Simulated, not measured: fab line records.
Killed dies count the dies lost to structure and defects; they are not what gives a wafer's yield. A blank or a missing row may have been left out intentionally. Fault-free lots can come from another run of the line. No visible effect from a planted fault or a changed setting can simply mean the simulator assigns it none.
Which tool was responsible? ; flow gf180mcu ; 13 lots with 39 wafers sampled at 2 steps, on a route of 602 steps

WHAT THE GAUGES READ, wafer by wafer
GF_VT_IMPLANT_TW_MEAS_43.
lot;measured;on;VT_IMPLANT_4_TW
L502;day 8 01:19;film_metro-01;683 682 681
L504;day 8 15:44;film_metro-03;692 692 691
L507;day 9 12:50;film_metro-01;685 682 680
L508;day 9 17:32;film_metro-04;679 677 681
L509;day 10 01:14;film_metro-01;684 685 686
L510;day 10 11:48;film_metro-03;685 681 684
L511;day 10 15:23;film_metro-03;681 682 685
L512;day 10 23:38;film_metro-01;688 687 687
L513;day 11 07:35;film_metro-03;695 694 692
L516;day 12 04:26;film_metro-03;688 688 689
L518;day 12 20:12;film_metro-03;690 687 691
L521;day 13 13:58;film_metro-03;694 692 689
L522;day 13 21:44;film_metro-03;693 690 690

GF_HV_LDD_TW_MEAS_11.
lot;measured;on;HV_LDD_TW
L502;day 10 13:31;film_metro-02;2395 2414 2406
L504;day 11 06:49;film_metro-02;2405 2410 2406
L507;day 12 04:48;film_metro-02;2406 2398 2408
L508;day 12 10:54;film_metro-04;2397 2401 2385
L509;day 12 18:58;film_metro-04;2389 2389 2383
L510;day 13 07:01;film_metro-02;2412 2401 2415
L511;day 13 09:42;film_metro-04;2395 2407 2406
L512;day 13 20:57;film_metro-01;2397 2398 2404
L513;day 14 05:15;film_metro-02;2403 2400 2396
L516;day 15 02:04;film_metro-02;2391 2390 2399
L518;day 15 19:49;film_metro-01;2372 2375 2373
L521;day 16 13:30;film_metro-01;2372 2379 2375
L522;day 16 23:06;film_metro-01;2388 2373 2386

WHAT TOOL EACH LOT RAN ON (gives the tool, then ch and the chambers of the sampled wafers, and finally the start)
The record holds no process step before these readings.

AS READ BY THE TOOLS THEMSELVES (means over the sampled wafers that have a number; for cases with no such wafer, the mark the record gives instead)
The record holds no such reading with a usual standard deviation.

THE ANSWER, worked out from the rows above alone
Rule: what is usual is taken from the lots themselves. Put in order of their means at a reading, lots are off if they are a third of the lots or fewer, leave a main group of 4 or more, and stand apart from it by a gap of 3 or more times the standard deviation of the main group's means; of several such gaps the widest counts. A main group is skipped when, at the precision printed for the reading in the tables above, its means are all equal. Also off: a lot with no number at a reading for which 4 or more lots have one. All remaining lots with rows at the step are treated as sound. First the gauges in route order, then the tools' own readings, where a lot's mean is used as printed above. At the first step where some lot is off, the reading lying furthest off is the one used; lots without a number count as furthest.
No lot is off on any of the readings shown, so nothing can be concluded from this.

WHAT THE SIMULATOR PUT IN
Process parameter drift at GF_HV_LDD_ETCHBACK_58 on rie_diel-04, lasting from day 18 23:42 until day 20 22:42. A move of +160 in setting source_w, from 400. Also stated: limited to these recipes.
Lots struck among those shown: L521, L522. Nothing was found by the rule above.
